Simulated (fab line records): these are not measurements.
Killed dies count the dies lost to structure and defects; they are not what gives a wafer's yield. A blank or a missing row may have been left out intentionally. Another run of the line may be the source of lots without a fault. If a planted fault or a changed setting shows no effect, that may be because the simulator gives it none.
What tool caused it? + flow gf180mcu + 7 lots with 21 wafers sampled at 2 steps, on a route of 602 steps

== WHAT THE GAUGES SHOWED, per wafer ==
GF_STI_CD_MEAS_12: target cd 220 nm.
| lot  | measured    | on        | cd nm (nm)        |
|------|-------------|-----------|-------------------|
| L502 | day 2 15:52 | cd sem-02 | 219.5 219.2 219.8 |
| L504 | day 3 05:44 | cd sem-01 | 219.3 217.5 217.9 |
| L509 | day 4 06:04 | cd sem-01 | 221.7 220.8 220.9 |
| L511 | day 4 15:22 | cd sem-01 | 222.2 222.2 222.2 |
| L513 | day 5 01:49 | cd sem-02 | 219.1 217.8 216.7 |
| L515 | day 5 12:19 | cd sem-01 | - - -             |
| L517 | day 5 21:58 | cd sem-02 | - - -             |

== EACH LOT AND THE TOOL THAT RAN IT (in order: tool; ch and the chambers of the sampled wafers; start) ==
| lot  | GF_STI_PEB_10                    |
|------|----------------------------------|
| L502 | litho track-01 ch 0, day 2 15:34 |
| L504 | litho track-01 ch 0, day 3 05:24 |
| L509 | litho track-01 ch 0, day 4 05:43 |
| L511 | litho track-01 ch 0, day 4 15:01 |
| L513 | litho track-01 ch 0, day 5 01:28 |
| L515 | litho track-02, day 5 11:58      |
| L517 | litho track-01, day 5 21:37      |
- GF_STI_PEB_10: peb time 90 s.

== THE ANSWER, worked out from the rows above alone ==
Rule: usual is defined by the lots themselves. The widest of any qualifying gaps counts: lots, ordered by their means at a reading, are off when they make up no more than a third of the lots, leave a main group of 4 or more, and stand apart from it by 3 or more times the standard deviation of that group's means. If all means in a main group match to the digits the tables above print for the reading, that group is not used. A lot without any number at a reading at which 4 lots or more have one is off too. The other lots that the step has rows for count as sound.
Off: L515, L517 (GF_STI_CD_MEAS_12, cd nm). Without a number there: L515, L517. The main group: mean 219.8 nm, standard deviation 1.7.
If a tool, at a process step before that reading, ran all the lots that are off and no sound lot after the first of them, it fits. Those tools and the gauges at GF_STI_CD_MEAS_12 are tried in the same way. Of those tried, none fits.

== WHAT THE SIMULATOR HAD INSERTED ==
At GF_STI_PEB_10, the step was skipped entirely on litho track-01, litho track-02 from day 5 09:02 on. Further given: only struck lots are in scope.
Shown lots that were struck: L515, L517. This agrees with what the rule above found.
